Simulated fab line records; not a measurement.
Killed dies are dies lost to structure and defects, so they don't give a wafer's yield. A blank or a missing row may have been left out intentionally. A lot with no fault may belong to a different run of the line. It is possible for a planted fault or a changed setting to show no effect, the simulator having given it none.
Which tool is to blame? + flow sky130 + 33 wafers sampled from 11 lots at 1 step of a route of 708

== WHAT EACH GAUGE READ, for each wafer ==
SKY_POLY_GATE_THK_MEAS_04.
| lot  | measured     | on           | POLY_GATE_CVD_03_THK (nm) |
|------|--------------|--------------|---------------------------|
| L264 | day 15 06:25 | filmMetro-03 | 74.1 74.8 74.8            |
| L265 | day 15 07:46 | filmMetro-02 | 73.4 73.0 73.9            |
| L269 | day 17 05:08 | filmMetro-02 | 73.9 73.8 74.3            |
| L271 | day 18 03:26 | filmMetro-02 | 74.7 75.1 74.6            |
| L275 | day 19 16:55 | filmMetro-03 | 74.2 73.8 74.2            |
| L276 | day 19 18:19 | filmMetro-03 | 73.6 73.8 73.7            |
| L278 | day 20 11:05 | filmMetro-02 | 75.0 74.3 74.2            |
| L279 | day 21 02:34 | filmMetro-03 | 74.4 74.6 75.1            |
| L280 | day 22 00:18 | filmMetro-01 | 75.5 75.2 75.4            |
| L282 | day 22 02:43 | filmMetro-01 | 74.7 74.5 74.4            |
| L287 | day 23 14:05 | filmMetro-01 | 74.3 74.4 74.9            |

== WHAT TOOL EACH LOT RAN ON (gives the tool, then ch and the chambers of the sampled wafers, and finally the start) ==
The record holds no process step before these readings.

== AS READ BY THE TOOLS THEMSELVES (means over the sampled wafers that have a number; for cases with no such wafer, the mark the record gives instead) ==
The record holds no such reading with a usual standard deviation.

== THE ANSWER, worked out from the rows above alone ==
Rule: usual is defined by the lots themselves. Put in order of their means at a reading, lots are off if they are a third of the lots or fewer, leave a main group of 4 or more, and stand apart from it by a gap of 3 or more times the standard deviation of the main group's means; of several such gaps the widest counts. A main group is skipped when, at the precision printed for the reading in the tables above, its means are all equal. A lot without any number at a reading at which 4 lots or more have one is off too. The other lots that the step has rows for count as sound. First the gauges in route order, then the tools' own readings, where a lot's mean is used as printed above. At the first step where some lot is off, the reading lying furthest off is the one used; lots without a number count as furthest.
None of the lots is off at any reading shown; this tells nothing.

== WHAT THE SIMULATOR HAD INSERTED ==
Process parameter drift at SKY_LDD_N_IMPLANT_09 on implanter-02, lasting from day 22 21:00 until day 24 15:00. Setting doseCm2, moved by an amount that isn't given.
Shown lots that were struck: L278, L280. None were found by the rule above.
